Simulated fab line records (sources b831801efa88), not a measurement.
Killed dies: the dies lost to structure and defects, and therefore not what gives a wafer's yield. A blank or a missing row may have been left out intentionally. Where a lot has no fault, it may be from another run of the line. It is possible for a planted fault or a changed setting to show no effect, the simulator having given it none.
Which tool is to blame? + flow gf180mcu + 14 lots, 42 wafers sampled, at 5 steps of a route of 602

## WHAT THE GAUGES READ, wafer by wafer
GF_HV_LDD_RS_MEAS_53: the measuring method here is four-point-probe. Usual: HV_LDD_RS 418.0 ohm/sq, standard deviation 0.97.
| lot  | measured     | on           | HV_LDD_RS (ohm/sq) | flag |
|------|--------------|--------------|--------------------|------|
| L779 | day 12 13:15 | filmMetro-03 | 418.7 418.7 420.1  |      |
| L780 | day 12 17:24 | filmMetro-04 | 417.9 417.0 417.1  |      |
| L784 | day 14 03:45 | filmMetro-04 | 419.0 419.1 418.8  |      |
| L788 | day 15 05:29 | filmMetro-02 | 419.7 418.3 419.2  |      |
| L790 | day 16 07:46 | filmMetro-02 | 416.8 418.0 417.4  |      |
| L791 | day 16 16:15 | filmMetro-03 | 418.6 420.0 419.1  |      |
| L793 | day 17 00:21 | filmMetro-03 | 418.3 418.0 418.4  |      |
| L792 | day 17 02:54 | filmMetro-04 | 418.1 416.9 417.1  |      |
| L794 | day 17 15:49 | filmMetro-03 | 417.9 417.2 417.1  |      |
| L795 | day 17 16:07 | filmMetro-03 | 416.8 418.4 418.0  |      |
| L797 | day 18 11:19 | filmMetro-02 | 417.2 418.1 417.3  |      |
| L798 | day 18 21:26 | filmMetro-02 | 417.4 417.3 417.5  |      |
| L800 | day 19 12:05 | filmMetro-03 | 417.3 418.6 419.1  |      |
| L801 | day 19 17:52 | filmMetro-04 | 418.2 418.8 416.8  |      |

GF_NSD_OVL_MEAS_08. Usual: NSD_OVL 0.2 nm, standard deviation 1.3.
| lot  | measured     | on         | NSD_OVL (nm)   | flag |
|------|--------------|------------|----------------|------|
| L779 | day 13 11:32 | overlay-01 | 1.0 0.4 1.3    |      |
| L780 | day 13 15:50 | overlay-02 | -0.3 -1.7 -0.7 |      |
| L784 | day 15 03:08 | overlay-02 | -1.8 -0.9 -1.3 |      |
| L788 | day 16 05:29 | overlay-01 | -0.2 -1.8 1.0  |      |
| L790 | day 17 09:50 | overlay-01 | 0.2 2.9 0.6    |      |
| L791 | day 17 19:49 | overlay-01 | 2.2 0.0 0.6    |      |
| L793 | day 18 01:58 | overlay-02 | -1.3 0.4 0.8   |      |
| L792 | day 18 05:02 | overlay-01 | 0.6 1.0 -0.2   |      |
| L794 | day 18 17:25 | overlay-01 | -1.6 -1.0 -3.5 |      |
| L795 | day 18 18:35 | overlay-02 | 1.9 1.0 1.4    |      |
| L797 | day 19 15:32 | overlay-02 | 1.4 -0.8 0.9   |      |
| L798 | day 20 00:13 | overlay-01 | 0.7 0.0 0.8    |      |
| L800 | day 20 15:25 | overlay-02 | -0.6 0.4 1.1   |      |
| L801 | day 20 21:16 | overlay-01 | 1.8 1.3 3.3    |      |

GF_SAB_THK_MEAS_01. Usual: SAB_CVD_00_THK 49.9 nm, standard deviation 0.63.
| lot  | measured     | on           | SAB_CVD_00_THK (nm)               | flag |
|------|--------------|--------------|-----------------------------------|------|
| L779 | day 14 09:13 | filmMetro-04 | 48.9 48.7 50.3                    |      |
| L780 | day 14 13:35 | filmMetro-02 | 49.1 50.4 50.2                    |      |
| L784 | day 16 01:10 | filmMetro-02 | 99.6 98.9 99.9 99.6 98.9 99.9     | OFF  |
| L788 | day 17 05:16 | filmMetro-02 | 98.4 100.5 100.4 98.4 100.5 100.5 | OFF  |
| L790 | day 18 10:35 | filmMetro-01 | 49.6 50.1 50.5                    |      |
| L791 | day 18 20:32 | filmMetro-02 | 49.5 50.1 50.3                    |      |
| L793 | day 19 02:53 | filmMetro-04 | 50.3 50.4 50.9                    |      |
| L792 | day 19 05:58 | filmMetro-01 | 49.1 49.6 50.3                    |      |
| L794 | day 19 19:07 | filmMetro-01 | 49.4 50.6 50.5                    |      |
| L795 | day 19 19:46 | filmMetro-04 | 49.7 50.6 50.9                    |      |
| L797 | day 20 17:04 | filmMetro-04 | 50.5 51.3 50.7                    |      |
| L798 | day 21 01:13 | filmMetro-04 | 49.5 48.6 49.6                    |      |
| L800 | day 21 16:13 | filmMetro-02 | 49.9 50.9 51.0                    |      |
| L801 | day 21 22:16 | filmMetro-04 | 48.9 49.7 49.5                    |      |

GF_CONTACT_THK_MEAS_03. Usual: CONTACT_CVD_02_THK 860 nm, standard deviation 11.
| lot  | measured     | on           | CONTACT_CVD_02_THK (nm) | flag |
|------|--------------|--------------|-------------------------|------|
| L779 | day 15 07:59 | filmMetro-03 | 863 865 867             |      |
| L780 | day 15 11:01 | filmMetro-04 | 844 855 870             |      |
| L790 | day 19 11:35 | filmMetro-04 | 856 861 858             |      |
| L791 | day 19 21:52 | filmMetro-04 | 843 879 861             |      |
| L793 | day 20 04:08 | filmMetro-02 | 856 851 887             |      |
| L792 | day 20 07:40 | filmMetro-04 | 845 857 876             |      |
| L794 | day 20 20:26 | filmMetro-04 | 860 880 873             |      |
| L795 | day 20 20:59 | filmMetro-02 | 852 873 866             |      |
| L797 | day 21 18:32 | filmMetro-04 | 862 865 878             |      |
| L798 | day 22 02:19 | filmMetro-02 | 835 844 844             |      |
| L800 | day 22 16:50 | filmMetro-03 | 838 862 864             |      |
| L801 | day 22 22:29 | filmMetro-02 | 874 858 885             |      |

## EACH LOT AND THE TOOL THAT RAN IT (in order: tool; ch and the chambers of the sampled wafers; start)
| lot  | GF_SAB_CVD_00                   |
|------|---------------------------------|
| L779 | pecvd-03 ch 0,1,2, day 14 09:12 |
| L780 | pecvd-03 ch 0,1,2, day 14 13:34 |
| L784 | pecvd-02 ch 0,1,2, day 16 00:57 |
| L788 | pecvd-02 ch 1,2, day 17 05:02   |
| L790 | pecvd-02 ch 0,2, day 18 10:33   |
| L791 | pecvd-03 ch 0,2, day 18 20:30   |
| L793 | pecvd-03 ch 0,1, day 19 02:51   |
| L792 | pecvd-04 ch 0,1,2, day 19 05:56 |
| L794 | pecvd-02 ch 0,1, day 19 19:05   |
| L795 | pecvd-03 ch 0,1,2, day 19 19:44 |
| L797 | pecvd-02 ch 0,1, day 20 17:02   |
| L798 | pecvd-02 ch 0,1, day 21 01:12   |
| L800 | pecvd-02 ch 0,2, day 21 16:12   |
| L801 | pecvd-03 ch 0,1,2, day 21 22:14 |
- GF_SAB_CVD_00: deposits SiO2 from TEOS, target thk 50 nm, time 4.9302 s.

## WHAT THE TOOLS THEMSELVES READ (means of the sampled wafers that have a number; where no wafer has one, the mark that the record gives instead)
GF_SAB_CVD_00. Usual: heaterPowerW at 705 W, with a standard deviation of 72.
| lot  | tool     | heaterPowerW (W) | flag |
|------|----------|------------------|------|
| L779 | pecvd-03 | 776              |      |
| L780 | pecvd-03 | 696              |      |
| L784 | pecvd-02 | 718              |      |
| L788 | pecvd-02 | 704              |      |
| L790 | pecvd-02 | 672              |      |
| L791 | pecvd-03 | 805              |      |
| L793 | pecvd-03 | 682              |      |
| L792 | pecvd-04 | 641              |      |
| L794 | pecvd-02 | 659              |      |
| L795 | pecvd-03 | 741              |      |
| L797 | pecvd-02 | 630              |      |
| L798 | pecvd-02 | 661              |      |
| L800 | pecvd-02 | 600              |      |
| L801 | pecvd-03 | 763              |      |

## THE ANSWER, worked out from the rows above alone
Rule: a lot is off if the mean of its wafers that have a number lies more than 3 standard deviations from the usual mean. Also off: a lot with no number at a reading for which 4 or more lots have one. Where the step has rows for the other lots, those lots are counted as sound. Order of review: gauges by route order, followed by the tools' own readings, for which a lot's mean as printed above is used. At the first step where some lot is off, the reading lying furthest off is the one used; lots without a number count as furthest.
Off: L784, L788, at GF_SAB_THK_MEAS_01 (SAB_CVD_00_THK).
If a tool, at a process step before that reading, ran all the lots that are off and no sound lot after the first of them, it fits. Those tools and the gauges at GF_SAB_THK_MEAS_01 are tried in the same way. No candidate that was tried fits.

## WHAT THE SIMULATOR PUT IN
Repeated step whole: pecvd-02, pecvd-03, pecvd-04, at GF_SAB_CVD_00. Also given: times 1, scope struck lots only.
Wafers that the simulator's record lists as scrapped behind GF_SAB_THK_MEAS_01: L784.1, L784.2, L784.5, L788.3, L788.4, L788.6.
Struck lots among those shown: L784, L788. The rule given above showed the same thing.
